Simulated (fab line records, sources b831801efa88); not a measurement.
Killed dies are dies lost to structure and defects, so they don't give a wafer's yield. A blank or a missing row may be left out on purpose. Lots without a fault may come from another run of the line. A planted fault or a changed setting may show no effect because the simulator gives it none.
fab line records | flow sfq_line
record lots=5 wafers=15 last_day=87
route steps=325 shown I6@271 M7@281 I7@296
lots that met no fault: from a run of the same line without faults
start_h: hours from the record's first day to the start of the lot's first wafer shown | wait_h: hours since the lot's step before | " the same as in the row above | L1.1+2: a row that stands for several wafers | - no value, or no start given | * or withheld: withheld | < > ~ a bound
route shown NAME@n: a module of which the file shows steps, and the number in the route of the first | usual: mean/standard deviation of fault-free wafers | same: alike in all rows | chamber/n: place in a boat | sites: the reading at each site | _std_site: their standard deviation | _edge_site: outer sites' mean less inner sites' | radius_mm: how far each site lies from the wafer's centre | mask NAME#n: copy n | behind: the tool/chamber that last shaped the wafer | hold: why the lot was held/for how many hours/how that ended | device: the transistor (n, p or np) that didn't switch | end of line: the same wafers' tests at the end of the route | a step without rows: its recipe alone | killed: dies lost to structure and defects at the first sort, not the wafer's yield | map: a wafer's dies, x killed, . not, _ none there
set.NAME: the setting as run; set.NAME@STEP: as run at that earlier step | model.NAME: the simulator's own value behind a step, which no gauge read
lots at some steps of the route; a table a step, a row a wafer
services: from which hour (start_h, from the record's first day; less than 0 if before it) a tool's chamber was out of use, for how many hours, and why
## steps
# step SFQ_TRILAYER_I6_VIA_LITHO_COAT_169
# recipe resist=KrF spin_rpm=3000 resist_thk_nm=650
# usual chill_plate_temp_C=23.00/0.1 resist_line_temp_C=23.03/0.11
# columns lot.wafer tool chamber start_h wait_h chill_plate_temp_C resist_line_temp_C
L081.3 litho_track-02 0 1829.14 0.2 23.08 23.00
L081.4 " 0 " " 23.11 23.16
L081.5 " 0 " " 23.09 23.01
L085.1 litho_track-02 0 1843.99 0.2 23.14 22.93
L085.2 " 0 " " 23.14 22.91
L085.5 " 0 " " 23.25 22.81
L087.4 litho_track-03 0 1850.14 0.2 23.15 23.12
L087.5 " 0 " " 22.95 23.00
L087.6 " 0 " " 22.96 23.08
L092.1 litho_track-03 0 1888.04 0.2 23.03 22.96
L092.4 " 0 " " 22.98 22.96
L092.5 " 0 " " 22.78 22.97
L094.3 litho_track-04 0 1913.51 0.2 23.14 22.97
L094.4 " 0 " " 22.98 23.13
L094.6 " 0 " " 23.07 23.09
# step SFQ_TRILAYER_I6_VIA_LITHO_SOFTBAKE_173
# recipe temp_c=withheld time_s=withheld resist=KrF
# usual chill_plate_temp_C=* resist_line_temp_C=*
# columns lot.wafer tool chamber start_h wait_h chill_plate_temp_C resist_line_temp_C
L081.3 litho_track-02 0 1829.39 0.2 * *
L081.4 " 0 " " * *
L081.5 " 0 " " * *
L085.1 litho_track-02 0 1844.29 0.2 * *
L085.2 " 0 " " * *
L085.5 " 0 " " * *
L087.4 litho_track-03 0 1850.36 0.2 * *
L087.5 " 0 " " * *
L087.6 " 0 " " * *
L092.1 litho_track-03 0 1888.34 0.2 * *
L092.4 " 0 " " * *
L092.5 " 0 " " * *
L094.3 litho_track-04 0 1913.76 0.2 * *
L094.4 " 0 " " * *
L094.6 " 0 " " * *
# step SFQ_TRILAYER_I6_VIA_LITHO_EXPOSE_170
# recipe mask_id=I6 na=0.6 source_shape=conventional sigma_outer=0.65 target_cd_nm=700 dose_mj=21.3
# columns lot.wafer tool chamber start_h wait_h mask
L081.3+4+5 krf_scanner-01 0 1832.06 - I6#0
L085.1+2+5 krf_scanner-01 0 - - I6#0
L087.4+5+6 krf_scanner-02 0 1934.83 - I6#0
L092.1+4+5 krf_scanner-02 0 1973.44 - I6#0
L094.3+4+6 krf_scanner-02 0 1982.24 - I6#0
# step SFQ_TRILAYER_I6_VIA_LITHO_PEB_172
# recipe peb_temp_c=115 peb_time_s=60 resist=KrF
# usual chill_plate_temp_C=23.01/0.1 resist_line_temp_C=23.02/0.1
# columns lot.wafer tool chamber start_h wait_h chill_plate_temp_C resist_line_temp_C
L081.3 litho_track-04 0 1832.91 0.7 23.11 22.97
L081.4 " 0 " " 23.13 22.98
L081.5 " 0 " " 23.11 22.92
L085.1 litho_track-02 0 - - 23.07 23.09
L085.2 " 0 " " 23.13 23.02
L085.5 " 0 " " 23.27 23.05
L087.4 litho_track-04 0 1935.51 0.5 22.90 22.80
L087.5 " 0 " " 23.09 22.89
L087.6 " 0 " " 23.04 22.98
L092.1 litho_track-04 0 1974.64 1.0 22.87 23.01
L092.4 " 0 " " 22.98 23.09
L092.5 " 0 " " 22.92 23.19
L094.3 litho_track-04 0 1983.09 0.7 22.96 23.03
L094.4 " 0 " " 23.13 23.06
L094.6 " 0 " " 22.97 22.98
# step SFQ_TRILAYER_I6_VIA_LITHO_DEVELOP_171
# recipe time_s=60 resist=KrF
# usual chill_plate_temp_C=22.98/0.11 resist_line_temp_C=22.98/0.1
# columns lot.wafer tool chamber start_h wait_h chill_plate_temp_C resist_line_temp_C
L081.3 litho_track-04 0 1833.06 0.1 23.24 23.02
L081.4 " 0 " " 22.93 22.93
L081.5 " 0 " " 23.17 23.09
L085.1 litho_track-02 0 1847.47 0.1 22.99 22.98
L085.2 " 0 " " 23.03 22.97
L085.5 " 0 " " 22.94 22.92
L087.4 litho_track-04 0 1935.66 0.1 22.81 22.97
L087.5 " 0 " " 22.94 22.85
L087.6 " 0 " " 22.78 22.90
L092.1 litho_track-04 0 1974.79 0.1 23.02 22.87
L092.4 " 0 " " 22.85 23.02
L092.5 " 0 " " 22.91 22.98
L094.3 litho_track-04 0 1983.24 0.1 22.96 22.87
L094.4 " 0 " " 23.08 22.93
L094.6 " 0 " " 22.94 22.83
# step SFQ_I6_OVL_MEAS_942
# usual I6_OVL=0/4.4
# columns lot.wafer tool chamber start_h wait_h I6_OVL[nm]
L081.3 overlay-02 - 1833.17 0.1 -6
L081.4 " - " " 2
L081.5 " - " " -2
L085.1 overlay-02 - 1847.62 0.1 6
L085.2 " - " " 6
L085.5 " - " " 2
L087.4 overlay-01 - 1935.75 0.1 -7
L087.5 " - " " -4
L087.6 " - " " -8
L092.1 overlay-01 - 1974.94 0.1 -3
L092.4 " - " " -8
L092.5 " - " " -1
L094.3 overlay-02 - 1983.35 0.1 2
L094.4 " - " " 2
L094.6 " - " " -1
# step SFQ_TRILAYER_I6_VIA_BARC_OPEN_VIA_ETCH_235
# recipe mask_material=PR chemistry=O2 target_depth_nm=125 target=BARC source_w=500 bias_w=80 pressure_mtorr=30 time_s=41.7
# usual drypump_motor_current_A=5.8/0.7 oes_product_au=0.686/0.005
# columns lot.wafer tool chamber start_h wait_h drypump_motor_current_A oes_product_au rf_hours_counter_h
L081.3 rie_diel-04 3 1833.19 0.0 6.6 0.690 2
L081.4 " 2 " " 5.5 0.687 15
L081.5 " 1 " " 5.4 0.695 -
L085.1 rie_diel-04 2 1847.65 0.0 5.5 0.683 15
L085.2 " 0 " " 5.4 0.685 20
L085.5 " 1 " " 5.3 0.692 -
L087.4 rie_diel-01 0 1935.77 0.0 5.3 0.684 5
L087.5 " 1 " " 4.7 0.682 -
L087.6 " 0 " " 5.3 0.681 -
L092.1 rie_diel-03 1 1974.97 0.0 6.6 0.688 14
L092.4 " 0 " " 6.3 0.680 6
L092.5 " 0 " " 6.3 0.686 -
L094.3 rie_diel-01 0 1983.37 0.0 5.2 0.685 6
L094.4 " 2 " " 6.7 0.676 16
L094.6 " 3 " " 6.8 0.683 -
# step SFQ_TRILAYER_I6_VIA_ETCH_VIA_ETCH_172
# recipe target=SiO2 stop_on=Nb mask_material=PR taper_deg=20 chemistry=CHF3 target_depth_nm=260 source_w=500 bias_w=80 pressure_mtorr=30 time_s=withheld
# usual drypump_motor_current_A=5.8/0.7 oes_product_au=0.854/0.0049
# columns lot.wafer tool chamber start_h wait_h drypump_motor_current_A oes_product_au
L081.3 rie_diel-04 3 1833.23 0.0 6.6 0.852
L081.4 " 2 " " 5.5 0.855
L081.5 " 1 " " 5.3 0.853
L085.1 rie_diel-04 2 1847.69 0.0 5.5 0.857
L085.2 " 0 " " 5.3 0.855
L085.5 " 1 " " 5.3 0.860
L087.4 rie_diel-01 0 1935.81 0.0 5.3 0.854
L087.5 " 1 " " 4.7 0.851
L087.6 " 0 " " 5.3 0.851
L092.1 rie_diel-03 1 1975.01 0.0 6.5 0.848
L092.4 " 0 " " 6.3 0.859
L092.5 " 0 " " 6.3 0.863
L094.3 rie_diel-01 0 1983.41 0.0 5.3 0.851
L094.4 " 2 " " 6.7 0.850
L094.6 " 3 " " 6.8 0.855
# step SFQ_TRILAYER_I6_VIA_STRIP_STRIP_173
# recipe gas=O2 power_w=200 platen_temp_c=40 overash_fraction=0.65 chemistry=O2 pressure_mtorr=50
# usual drypump_motor_current_A=5.63/0.17 oes_product_au=1.004/0.0098
# columns lot.wafer tool chamber start_h wait_h drypump_motor_current_A oes_product_au rf_hours_counter_h
L081.3 rie_metal-04 1 1833.75 - 5.92 0.994 -
L081.4 " 1 " " 5.92 0.997 -
L081.5 " 1 " " 5.93 1.002 -
L085.1 rie_metal-01 0 1847.81 - 5.58 0.999 51
L085.2 " 1 " " 5.60 1.008 2
L085.5 " 0 " " 5.59 1.012 -
L087.4 rie_metal-02 0 1936.12 - 5.65 1.000 -
L087.5 " 1 " " 5.40 1.019 -
L087.6 " 0 " " 5.68 0.996 -
L092.1 rie_metal-02 0 1975.13 - 5.72 1.009 40
L092.4 " 0 " " 5.72 1.000 -
L092.5 " 1 " " 5.38 1.014 -
L094.3 rie_metal-02 1 1983.73 - 5.37 1.022 -
L094.4 " 0 " " 5.68 0.995 -
L094.6 " 1 " " 5.38 1.024 -
# step SFQ_TRILAYER_I6_VIA_STRIP_SOLV_CLEAN_174
# recipe chemistry=NMP temp_c=70 time_s=600
# columns lot.wafer tool chamber start_h wait_h
L081.3+4+5 wet_bench-04 1,4,6 1834.55 0.6
L085.1+2+5 wet_bench-01 2,4,6 1848.41 0.4
L087.4+5+6 wet_bench-02 5,4,1 1936.52 0.2
L092.1+4+5 wet_bench-02 1,5,7 1975.73 0.4
L094.3+4+6 wet_bench-04 7,5,2 1984.13 0.2
# step SFQ_TRILAYER_M7_DEP_PRE_CLEAN_176
# recipe gas=Ar time_s=22.5 bias_v=250
# columns lot.wafer tool chamber start_h wait_h
L081.3+4+5 pvd_sputter-04 - 1834.72 0.0
L085.1+2+5 pvd_sputter-04 - 1848.58 0.0
L087.4+5+6 pvd_sputter-06 - 1936.69 0.0
L092.1+4+5 pvd_sputter-05 - 1975.90 0.0
L094.3+4+6 pvd_sputter-05 - 1984.30 0.0
# step SFQ_TRILAYER_M7_DEP_SPUTTER_175
# recipe material=Nb base_pressure_pa=1.33e-06 chamber_pressure_pa=0.1333 substrate_temp_c=20 target_thk_nm=200 power_w=2000 time_s=133.3
# usual throttle_valve_pct=29.8/1
# columns lot.wafer tool chamber start_h wait_h throttle_valve_pct
L081.3 pvd_sputter-04 - 1834.75 0.0 29.6
L081.4 " - " " 31.0
L081.5 " - " " 27.6
L085.1 pvd_sputter-04 - 1848.61 0.0 30.4
L085.2 " - " " 29.7
L085.5 " - " " 30.5
L087.4 pvd_sputter-06 - 1936.72 0.0 30.6
L087.5 " - " " 30.4
L087.6 " - " " 31.1
L092.1 pvd_sputter-05 - 1975.93 0.0 29.5
L092.4 " - " " 30.5
L092.5 " - " " 29.4
L094.3 pvd_sputter-05 - 1984.33 0.0 29.2
L094.4 " - " " 28.4
L094.6 " - " " 30.0
# step SFQ_M7_RS_MEAS_943
# recipe thk_meas_gauge=four-point-probe reads=Nb_of_TRILAYER_M7_DEP_SPUTTER_175
# usual M7_NB_RS=0.885/0.01
# columns lot.wafer tool chamber start_h wait_h M7_NB_RS[ohm/sq]
L081.3 film_metro-03 - 1834.88 0.1 0.885
L081.4 " - " " 0.893
L081.5 " - " " 0.901
L085.1 film_metro-04 - 1848.70 0.0 0.877
L085.2 " - " " 0.870
L085.5 " - " " 0.873
L087.4 film_metro-03 - 1936.87 0.1 0.884
L087.5 " - " " 0.885
L087.6 " - " " 0.891
L092.1 film_metro-04 - 1976.02 0.0 0.883
L092.4 " - " " 0.908
L092.5 " - " " 0.884
L094.3 film_metro-03 - 1984.46 0.1 0.878
L094.4 " - " " 0.888
L094.6 " - " " 0.886
# step SFQ_TRILAYER_M7_LITHO_COAT_182
# recipe resist=BARC spin_rpm=3000 resist_thk_nm=62
# usual chill_plate_temp_C=23.02/0.091 resist_line_temp_C=23.01/0.1
# columns lot.wafer tool chamber start_h wait_h chill_plate_temp_C resist_line_temp_C
L081.3 litho_track-01 0 1835.12 0.1 22.94 22.85
L081.4 " 0 " " 22.84 23.04
L081.5 " 0 " " 23.01 23.05
L085.1 litho_track-04 0 1848.88 0.1 23.00 23.11
L085.2 " 0 " " 23.06 22.89
L085.5 " 0 " " 23.12 23.25
L087.4 litho_track-04 0 1937.14 0.2 23.15 22.99
L087.5 " 0 " " 22.95 22.86
L087.6 " 0 " " 22.90 22.94
L092.1 litho_track-04 0 1976.20 0.1 23.12 22.98
L092.4 " 0 " " 23.02 22.98
L092.5 " 0 " " 22.92 23.02
L094.3 litho_track-02 0 1984.70 0.1 23.14 23.12
L094.4 " 0 " " 23.04 23.19
L094.6 " 0 " " 23.07 23.08
# step SFQ_TRILAYER_M7_LITHO_COAT_177
# recipe resist=KrF spin_rpm=3000 resist_thk_nm=600
# usual chill_plate_temp_C=23.02/0.1 resist_line_temp_C=23.01/0.092
# columns lot.wafer tool chamber start_h wait_h chill_plate_temp_C resist_line_temp_C
L081.3 litho_track-01 0 1835.42 0.2 23.15 23.08
L081.4 " 0 " " 22.91 22.94
L081.5 " 0 " " 22.97 22.93
L085.1 litho_track-04 0 1849.18 0.2 22.79 23.14
L085.2 " 0 " " 22.99 22.98
L085.5 " 0 " " 22.95 22.96
L087.4 litho_track-04 0 1937.44 0.2 23.01 22.88
L087.5 " 0 " " 22.99 22.82
L087.6 " 0 " " 23.06 22.99
L092.1 litho_track-04 0 1976.50 0.2 22.94 22.97
L092.4 " 0 " " 23.01 23.04
L092.5 " 0 " " 22.94 23.04
L094.3 litho_track-02 0 1985.00 0.2 23.18 23.11
L094.4 " 0 " " 23.30 23.08
L094.6 " 0 " " 23.09 22.91
# step SFQ_TRILAYER_M7_LITHO_SOFTBAKE_181
# recipe temp_c=withheld time_s=withheld resist=KrF
# usual chill_plate_temp_C=* resist_line_temp_C=*
# columns lot.wafer tool chamber start_h wait_h chill_plate_temp_C resist_line_temp_C
L081.3 litho_track-01 0 1835.67 0.2 * *
L081.4 " 0 " " * *
L081.5 " 0 " " * *
L085.1 litho_track-04 0 1849.48 0.2 * *
L085.2 " 0 " " * *
L085.5 " 0 " " * *
L087.4 litho_track-04 0 1937.67 0.2 * *
L087.5 " 0 " " * *
L087.6 " 0 " " * *
L092.1 litho_track-04 0 1976.80 0.2 * *
L092.4 " 0 " " * *
L092.5 " 0 " " * *
L094.3 litho_track-02 0 1985.25 0.2 * *
L094.4 " 0 " " * *
L094.6 " 0 " " * *
# step SFQ_TRILAYER_M7_LITHO_EXPOSE_178
# recipe mask_id=M7 na=0.6 source_shape=conventional sigma_outer=0.65 target_cd_nm=500 dose_mj=14.4
# columns lot.wafer tool chamber start_h wait_h mask
L081.3+4+5 krf_scanner-01 0 1838.06 - M7#0
L085.1+2+5 krf_scanner-01 0 1849.72 - M7#0
L087.4+5+6 krf_scanner-01 0 1944.39 - M7#0
L092.1+4+5 krf_scanner-01 0 2049.91 - M7#0
L094.3+4+6 krf_scanner-01 0 2063.51 - M7#0
# step SFQ_TRILAYER_M7_LITHO_PEB_180
# recipe peb_temp_c=115 peb_time_s=60 resist=KrF
# usual chill_plate_temp_C=23.00/0.1 resist_line_temp_C=23.00/0.1
# columns lot.wafer tool chamber start_h wait_h chill_plate_temp_C resist_line_temp_C
L081.3 litho_track-04 0 1838.91 0.7 22.96 23.13
L081.4 " 0 " " 22.99 23.16
L081.5 " 0 " " 22.89 22.99
L085.1 litho_track-01 0 1850.92 1.0 22.99 22.85
L085.2 " 0 " " 22.98 22.78
L085.5 " 0 " " 22.86 23.12
L087.4 litho_track-04 0 1945.07 0.5 22.95 22.95
L087.5 " 0 " " 22.95 23.00
L087.6 " 0 " " 22.82 23.05
L092.1 litho_track-01 0 2051.11 1.0 23.08 23.00
L092.4 " 0 " " 23.18 23.12
L092.5 " 0 " " 23.19 23.14
L094.3 litho_track-02 0 2064.36 0.7 23.28 22.96
L094.4 " 0 " " 22.98 22.92
L094.6 " 0 " " 23.08 23.02
# step SFQ_TRILAYER_M7_LITHO_DEVELOP_179
# recipe time_s=60 resist=KrF
# usual chill_plate_temp_C=23.00/0.095 resist_line_temp_C=23.01/0.11
# columns lot.wafer tool chamber start_h wait_h chill_plate_temp_C resist_line_temp_C
L081.3 litho_track-04 0 1839.06 0.1 23.06 23.03
L081.4 " 0 " " 23.09 22.93
L081.5 " 0 " " 23.13 23.00
L085.1 litho_track-01 0 1851.07 0.1 23.09 22.98
L085.2 " 0 " " 23.01 23.11
L085.5 " 0 " " 23.15 23.03
L087.4 litho_track-04 0 1945.22 0.1 23.01 23.03
L087.5 " 0 " " 22.94 23.05
L087.6 " 0 " " 23.03 23.09
L092.1 litho_track-01 0 2051.26 0.1 22.90 22.69
L092.4 " 0 " " 23.07 22.91
L092.5 " 0 " " 23.00 22.87
L094.3 litho_track-02 0 2064.51 0.1 22.99 22.89
L094.4 " 0 " " 22.95 22.94
L094.6 " 0 " " 22.92 23.06
# step SFQ_M7_OVL_MEAS_945
# usual M7_OVL=0/5.1
# columns lot.wafer tool chamber start_h wait_h M7_OVL[nm]
L081.3 overlay-01 - 1839.17 0.1 -10
L081.4 " - " " -2
L081.5 " - " " -7
L085.1 overlay-02 - 1851.22 0.1 8
L085.2 " - " " 5
L085.5 " - " " 4
L087.4 overlay-01 - 1945.31 0.1 1
L087.5 " - " " 0
L087.6 " - " " 0
L092.1 overlay-02 - 2051.41 0.1 -7
L092.4 " - " " -7
L092.5 " - " " -6
L094.3 overlay-01 - 2064.62 0.1 -11
L094.4 " - " " -5
L094.6 " - " " -12
# step SFQ_TRILAYER_M7_BARC_OPEN_METAL_ETCH_229
# recipe mask_material=PR chemistry=O2 target_depth_nm=125 target=BARC icp_w=600 bias_w=80 pressure_mtorr=10 time_s=41.7
# usual drypump_motor_current_A=5.7/0.32 oes_product_au=0.685/0.0048
# columns lot.wafer tool chamber start_h wait_h drypump_motor_current_A oes_product_au rf_hours_counter_h
L081.3 rie_metal-02 0 1839.21 0.0 5.7 0.687 -
L081.4 " 1 " " 5.4 0.682 -
L081.5 " 0 " " 5.7 0.685 -
L085.1 rie_metal-01 1 1851.25 0.0 5.6 0.679 2
L085.2 " 0 " " 5.6 0.681 52
L085.5 " 1 " " 5.6 0.689 -
L087.4 rie_metal-01 1 1945.35 0.0 5.6 0.682 -
L087.5 " 0 " " 5.6 0.682 -
L087.6 " 1 " " 5.6 0.684 -
L092.1 rie_metal-01 0 2051.44 0.0 5.6 0.681 82
L092.4 " 1 " " 5.6 0.683 -
L092.5 " 0 " " 5.6 0.685 -
L094.3 rie_metal-03 1 2064.66 0.0 6.0 0.686 -
L094.4 " 0 " " 6.4 0.686 -
L094.6 " 0 " " 6.4 0.685 -
# step SFQ_TRILAYER_M7_ETCH_METAL_ETCH_180
# recipe target=Nb stop_on=SiO2 mask_material=PR chemistry=Cl2/Ar target_depth_nm=240 icp_w=600 bias_w=80 pressure_mtorr=10 time_s=120
# usual drypump_motor_current_A=5.7/0.32 oes_product_au=0.896/0.0081
# columns lot.wafer tool chamber start_h wait_h drypump_motor_current_A oes_product_au rf_hours_counter_h
L081.3 rie_metal-02 0 1839.30 0.1 5.7 0.891 -
L081.4 " 1 " " 5.4 0.895 -
L081.5 " 0 " " 5.7 0.890 -
L085.1 rie_metal-01 1 1851.31 0.0 5.6 0.900 2
L085.2 " 0 " " 5.6 0.903 52
L085.5 " 1 " " 5.6 0.909 -
L087.4 rie_metal-01 1 1945.43 0.1 5.6 0.890 -
L087.5 " 0 " " 5.6 0.895 -
L087.6 " 1 " " 5.6 0.894 -
L092.1 rie_metal-01 0 2051.50 0.0 5.6 0.891 82
L092.4 " 1 " " 5.6 0.886 -
L092.5 " 0 " " 5.6 0.895 -
L094.3 rie_metal-03 1 2064.74 0.1 6.0 0.899 -
L094.4 " 0 " " 6.5 0.897 -
L094.6 " 0 " " 6.5 0.890 -
# step SFQ_TRILAYER_M7_STRIP_STRIP_181
# recipe gas=O2 power_w=200 platen_temp_c=40 overash_fraction=0.65 chemistry=O2 pressure_mtorr=50
# usual drypump_motor_current_A=5.7/0.32 oes_product_au=1.003/0.0088
# columns lot.wafer tool chamber start_h wait_h drypump_motor_current_A oes_product_au rf_hours_counter_h
L081.3 rie_metal-02 0 1839.58 0.2 5.7 0.997 -
L081.4 " 1 " " 5.4 1.009 -
L081.5 " 0 " " 5.7 1.007 -
L085.1 rie_metal-01 1 1851.44 0.1 5.6 1.005 2
L085.2 " 0 " " 5.6 0.993 52
L085.5 " 1 " " 5.6 0.993 -
L087.4 rie_metal-01 1 1945.71 0.2 5.6 1.003 -
L087.5 " 0 " " 5.6 1.012 -
L087.6 " 1 " " 5.6 1.004 -
L092.1 rie_metal-01 0 2051.63 0.1 5.6 1.005 82
L092.4 " 1 " " 5.6 1.006 -
L092.5 " 0 " " 5.6 1.012 -
L094.3 rie_metal-03 1 2065.03 0.2 6.0 0.999 -
L094.4 " 0 " " 6.4 0.984 -
L094.6 " 0 " " 6.4 0.984 -
# step SFQ_TRILAYER_M7_STRIP_SOLV_CLEAN_182
# recipe chemistry=NMP temp_c=70 time_s=600
# columns lot.wafer tool chamber start_h wait_h
L081.3+4+5 wet_bench-03 6,5,4 1839.98 0.2
L085.1+2+5 wet_bench-03 2,6,5 1852.04 0.4
L087.4+5+6 wet_bench-03 4,0,2 1946.11 0.2
L092.1+4+5 wet_bench-03 7,1,5 2052.23 0.4
L094.3+4+6 wet_bench-02 0,5,3 2065.43 0.2
# step SFQ_TRILAYER_I7_DEP_PECVD_183
# recipe material=SiO2 temp_c=150 time_s=111.11 pressure_torr=2.4 rf_w=183.3 precursor=SiH4/N2O target_thk_nm=500
# usual heater_power_w=78/14 showerhead_vpp_V=824/32 throttle_valve_pct=24.2/0.95
# columns lot.wafer tool chamber start_h wait_h heater_power_w showerhead_vpp_V since_wet_clean_h throttle_valve_pct
L081.3 pecvd-02 0 1840.19 0.0 68 801 140 22.4
L081.4 " 0 " " 71 800 - 22.4
L081.5 " 1 " " 59 808 - 24.8
L085.1 pecvd-02 2 1852.25 0.0 83 834 152 22.9
L085.2 " 0 " " 74 799 152 22.5
L085.5 " 2 " " 86 825 - 23.1
L087.4 pecvd-01 0 1946.33 0.0 94 864 - 25.8
L087.5 " 2 " " 71 865 - 24.5
L087.6 " 1 " " 89 830 - 24.0
L092.1 pecvd-02 1 2052.40 0.0 52 804 352 25.3
L092.4 " 0 " " 63 800 - 23.1
L092.5 " 1 " " 53 811 - 25.2
L094.3 pecvd-01 1 2065.60 0.0 85 824 1118 24.3
L094.4 " 2 " " 62 850 - 24.6
L094.6 " 0 " " 86 868 - 25.5
# step SFQ_TRILAYER_I7_CMP_CMP_184
# recipe material=SiO2 down_force_psi=3 platen_rpm=60 pad_velocity_m_s=0.94248
# usual edge_zone_pressure_frac=1.000/0.0047 motor_current_A=10.1/1 slurry_filter_dp_kPa=13.49/0.15 time_to_endpoint_s=215/7.1
# columns lot.wafer tool chamber start_h wait_h edge_zone_pressure_frac motor_current_A slurry_filter_dp_kPa time_to_endpoint_s
L081.4 cmp-01 3 1855.85 15.6 0.996 11.8 13.40 214
L081.3 " 0 " " 0.996 10.8 13.45 205
L081.5 " 2 1857.35 17.1 1.008 10.3 13.79 225
L085.2 cmp-01 2 1867.85 15.6 1.007 9.7 13.26 198
L085.1 " 3 " " 0.997 11.8 13.61 206
L085.5 " 1 1869.35 17.0 1.003 8.3 13.41 210
L087.4 cmp-02 0 1946.87 0.5 1.001 9.0 13.63 216
L087.5 " 3 1948.37 2.0 0.999 9.3 13.38 205
L087.6 " 0 " " 0.999 9.8 13.29 206
L092.1 cmp-02 3 2053.06 0.6 1.001 9.0 13.13 207
L092.4 " 1 2054.06 1.6 0.997 10.3 13.44 216
L092.5 " 3 2055.06 2.6 1.005 8.9 13.18 216
L094.3 cmp-02 3 2066.38 0.7 0.997 8.8 13.40 220
L094.4 " 2 2067.88 2.2 1.001 10.5 13.41 221
L094.6 " 3 " " 0.997 8.9 13.68 218
# step SFQ_I7_BOW_MEAS_946
# recipe mode=bow
# usual I7_BOW=9/8
# columns lot.wafer tool chamber start_h wait_h I7_BOW[um]
L081.3 film_metro-01 - 1857.89 1.0 10
L081.4 " - " " 29
L081.5 " - " " 5
L085.1 film_metro-04 - 1869.85 1.0 9
L085.2 " - " " 5
L085.5 " - " " 1
L087.4 film_metro-01 - 1949.43 2.1 9
L087.5 " - " " 19
L087.6 " - " " 20
L092.1 film_metro-03 - 2055.56 2.0 16
L092.4 " - " " 6
L092.5 " - " " 21
L094.3 film_metro-01 - 2069.42 2.5 16
L094.4 " - " " 18
L094.6 " - " " 3
# step SFQ_TRILAYER_I7_METRO_MEASURE_185
# usual thk_nm=200.2/0.95
# columns lot.wafer tool chamber start_h wait_h thk_nm
L081.3 film_metro-01 - 1858.37 0.5 199.9
L081.4 " - " " 200.5
L081.5 " - " " 201.4
L085.1 film_metro-04 - 1869.97 0.1 200.4
L085.2 " - " " 199.7
L085.5 " - " " 199.9
L087.4 film_metro-01 - 1961.42 12.0 202.0
L087.5 " - " " 200.4
L087.6 " - " " 201.8
L092.1 film_metro-03 - 2055.68 0.1 201.4
L092.4 " - " " 200.9
L092.5 " - " " 201.6
L094.3 film_metro-01 - 2069.90 0.5 200.4
L094.4 " - " " 201.9
L094.6 " - " " 201.0
# step SFQ_TRILAYER_I7_VIA_LITHO_COAT_192
# recipe resist=BARC spin_rpm=3000 resist_thk_nm=62
# usual chill_plate_temp_C=22.99/0.11 resist_line_temp_C=23.02/0.11
# columns lot.wafer tool chamber start_h wait_h chill_plate_temp_C resist_line_temp_C
L081.3 litho_track-03 0 1859.27 0.7 22.86 23.09
L081.4 " 0 " " 22.82 23.03
L081.5 " 0 " " 22.91 23.15
L085.1 litho_track-01 0 1871.17 1.0 23.18 22.93
L085.2 " 0 " " 23.06 23.33
L085.5 " 0 " " 22.96 23.06
L087.4 litho_track-01 0 1962.17 0.6 23.07 22.88
L087.5 " 0 " " 23.14 22.87
L087.6 " 0 " " 23.08 22.90
L092.1 litho_track-03 0 2056.88 1.0 22.95 23.26
L092.4 " 0 " " 23.11 23.10
L092.5 " 0 " " 23.08 23.03
L094.3 litho_track-01 0 2070.80 0.7 22.98 22.98
L094.4 " 0 " " 23.02 23.12
L094.6 " 0 " " 23.06 22.96
# step SFQ_TRILAYER_I7_VIA_LITHO_COAT_187
# recipe resist=KrF spin_rpm=3000 resist_thk_nm=650
# usual chill_plate_temp_C=23.00/0.1 resist_line_temp_C=23.01/0.12
# columns lot.wafer tool chamber start_h wait_h chill_plate_temp_C resist_line_temp_C
L081.3 litho_track-03 0 1859.57 0.2 23.02 22.92
L081.4 " 0 " " 23.08 22.96
L081.5 " 0 " " 23.02 22.98
L085.1 litho_track-01 0 1871.47 0.2 23.13 23.02
L085.2 " 0 " " 22.99 23.22
L085.5 " 0 " " 23.29 23.15
L087.4 litho_track-01 0 1962.47 0.2 22.99 23.37
L087.5 " 0 " " 23.16 23.12
L087.6 " 0 " " 23.10 23.05
L092.1 litho_track-03 0 2057.18 0.2 22.99 23.08
L092.4 " 0 " " 22.94 23.17
L092.5 " 0 " " 23.03 23.11
L094.3 litho_track-01 0 2071.10 0.2 22.97 23.02
L094.4 " 0 " " 22.65 22.92
L094.6 " 0 " " 22.70 22.95
# step SFQ_TRILAYER_I7_VIA_LITHO_SOFTBAKE_191
# recipe temp_c=withheld time_s=withheld resist=KrF
# usual chill_plate_temp_C=* resist_line_temp_C=*
# columns lot.wafer tool chamber start_h wait_h chill_plate_temp_C resist_line_temp_C
L081.3 litho_track-03 0 1859.82 0.2 * *
L081.4 " 0 " " * *
L081.5 " 0 " " * *
L085.1 litho_track-01 0 1871.77 0.2 * *
L085.2 " 0 " " * *
L085.5 " 0 " " * *
L087.4 litho_track-01 0 1962.69 0.2 * *
L087.5 " 0 " " * *
L087.6 " 0 " " * *
L092.1 litho_track-03 0 2057.48 0.2 * *
L092.4 " 0 " " * *
L092.5 " 0 " " * *
L094.3 litho_track-01 0 2071.35 0.2 * *
L094.4 " 0 " " * *
L094.6 " 0 " " * *
# step SFQ_TRILAYER_I7_VIA_LITHO_EXPOSE_188
# recipe mask_id=I7 na=0.6 source_shape=conventional sigma_outer=0.65 target_cd_nm=1000 dose_mj=21.3
# columns lot.wafer tool chamber start_h wait_h mask
L081.3+4+5 krf_scanner-02 0 1948.64 - I7#0
L085.1+2+5 krf_scanner-02 0 1953.04 - I7#0
L087.4+5+6 krf_scanner-02 0 2014.37 - I7#0
L092.1+4+5 krf_scanner-02 0 2057.93 - I7#0
L094.3+4+6 krf_scanner-02 0 2071.85 - I7#0
## services
# columns tool chamber start_h hours kind
rie_diel-04 1 1821.77 6.1 repair
rie_metal-01 - 1823.96 1.4 pm
krf_scanner-02 - 1850.76 0.8 pm
krf_scanner-01 - 1858.12 21.0 pm
rie_diel-04 0 1869.73 4.6 repair
rie_diel-01 3 1870.06 10.9 repair
krf_scanner-02 - 1879.84 1.0 pm
rie_metal-01 1 1884.81 6.7 repair
rie_diel-01 1 1888.55 1.8 repair
pvd_sputter-05 - 1911.21 3.7 repair
krf_scanner-02 - 1923.33 1.3 pm
krf_scanner-01 - 1930.93 0.6 repair
krf_scanner-01 - 1936.37 1.3 pm
rie_diel-01 1 1942.32 6.1 repair
rie_metal-02 1 1943.80 9.8 repair
krf_scanner-01 - 1959.39 1.0 pm
krf_scanner-01 - 1973.56 4.0 pm
krf_scanner-01 - 1982.38 0.8 pm
rie_diel-04 0 1982.87 3.7 repair
krf_scanner-01 - 1984.33 4.4 pm
krf_scanner-02 - 2004.64 4.4 pm
krf_scanner-02 - 2009.01 3.6 pm
krf_scanner-02 - 2039.36 0.9 repair
krf_scanner-02 - 2041.51 1.0 pm
## key
fault none
